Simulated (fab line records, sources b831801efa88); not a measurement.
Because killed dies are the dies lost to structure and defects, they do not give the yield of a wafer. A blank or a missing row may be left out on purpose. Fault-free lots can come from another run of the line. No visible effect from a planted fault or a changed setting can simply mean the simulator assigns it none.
Which tool is to blame? + flow sky130 + Sampling: 10 lots, 30 wafers, 4 of 708 route steps

== WHAT EACH GAUGE READ, for each wafer ==
SKY_METAL5_RS_MEAS_05: uses a four-point probe to measure.
| lot  | measured     | on           | METAL5_ALCU_RS (ohm/sq) |
|------|--------------|--------------|-------------------------|
| L652 | day 43 08:17 | filmMetro-01 | 0.0269 0.02693 0.02718  |
| L653 | day 43 10:14 | filmMetro-04 | 0.02673 0.02697 0.02744 |
| L654 | day 43 14:12 | filmMetro-01 | 0.02546 0.02752 0.02564 |
| L656 | day 44 08:11 | filmMetro-01 | 0.02546 0.02553 0.0273  |
| L662 | day 46 09:48 | filmMetro-01 | 0.02677 0.02683 0.02685 |
| L664 | day 46 14:32 | filmMetro-01 | 0.02671 0.02667 0.0272  |
| L668 | day 47 08:08 | filmMetro-03 | 0.02668 0.0269 0.02691  |
| L669 | day 47 15:24 | filmMetro-01 | 0.02642 0.02703 0.02712 |
| L670 | day 47 17:38 | filmMetro-03 | 0.0269 0.02746 0.02678  |
| L674 | day 48 14:48 | filmMetro-04 | 0.0267 0.02692 0.027    |

== WHAT TOOL EACH LOT RAN ON (gives the tool, then ch and the chambers of the sampled wafers, and finally the start) ==
| lot  | SKY_VIA2_ETCH_14                  | SKY_CAP2M_METAL_ETCH_13          | SKY_METAL5_SPUTTER_02       |
|------|-----------------------------------|----------------------------------|-----------------------------|
| L652 | rieDiel-02 ch 1,2, day 36 19:04   | rieMetal-04 ch 0,1, day 41 05:15 | pvdSputter-04, day 43 08:09 |
| L653 | rieDiel-03 ch 0,3, day 36 22:23   | rieMetal-02 ch 0,1, day 41 07:59 | pvdSputter-04, day 43 10:04 |
| L654 | rieDiel-02 ch 0,1,3, day 37 03:44 | rieMetal-04 ch 0,1, day 41 11:43 | pvdSputter-04, day 43 14:05 |
| L656 | rieDiel-02 ch 0,3, day 38 00:46   | rieMetal-04 ch 0,1, day 42 07:53 | pvdSputter-04, day 44 08:04 |
| L662 | rieDiel-02 ch 0,2, day 40 08:16   | rieMetal-02 ch 0,1, day 44 11:03 | pvdSputter-01, day 46 09:40 |
| L664 | rieDiel-02 ch 2,3, day 40 15:22   | rieMetal-03 ch 0, day 44 16:04   | pvdSputter-04, day 46 14:24 |
| L668 | rieDiel-03 ch 0,2,3, day 41 11:41 | rieMetal-03 ch 0,1, day 45 10:53 | pvdSputter-01, day 47 07:59 |
| L669 | rieDiel-01 ch 0,2,3, day 41 19:31 | rieMetal-04 ch 0,1, day 45 18:29 | pvdSputter-04, day 47 15:14 |
| L670 | rieDiel-03 ch 1,2,3, day 42 00:49 | rieMetal-03 ch 0,1, day 45 21:47 | pvdSputter-04, day 47 17:29 |
| L674 | rieDiel-01 ch 1,2,3, day 43 00:10 | rieMetal-02 ch 0,1, day 46 20:02 | pvdSputter-04, day 48 14:40 |
- SKY_VIA2_ETCH_14: etches BARC in N2/H2, stops on SiO2, time 45.9 s, target depth 60 nm.
- SKY_CAP2M_METAL_ETCH_13: etches TiN in Cl2/BCl3, stops on SiO2, target depth 220 nm, time 62.9 s.
- SKY_METAL5_SPUTTER_02: material AlCu, target thk 1150 nm, time 61.2 s.

== THE ANSWER, worked out from the rows above alone ==
Rule: usual is defined by the lots themselves. Put in order of their means at a reading, lots are off if they are a third of the lots or fewer, leave a main group of 4 or more, and stand apart from it by a gap of 3 or more times the standard deviation of the main group's means; of several such gaps the widest counts. If all means in a main group match to the digits the tables above print for the reading, that group is not used. Also off: a lot with no number at a reading for which 4 or more lots have one. All remaining lots with rows at the step are treated as sound.
Off: L654, L656, at SKY_METAL5_RS_MEAS_05 (METAL5_ALCU_RS). Main group: mean 0.02692 ohm/sq, sd 9.2e-05.
A tool fits if, at a process step before that reading, it ran every lot that is off, and no sound lot after the first of them. Those tools and the gauges at SKY_METAL5_RS_MEAS_05 are tried in the same way. No candidate that was tried fits.

== WHAT THE SIMULATOR HAD PUT IN ==
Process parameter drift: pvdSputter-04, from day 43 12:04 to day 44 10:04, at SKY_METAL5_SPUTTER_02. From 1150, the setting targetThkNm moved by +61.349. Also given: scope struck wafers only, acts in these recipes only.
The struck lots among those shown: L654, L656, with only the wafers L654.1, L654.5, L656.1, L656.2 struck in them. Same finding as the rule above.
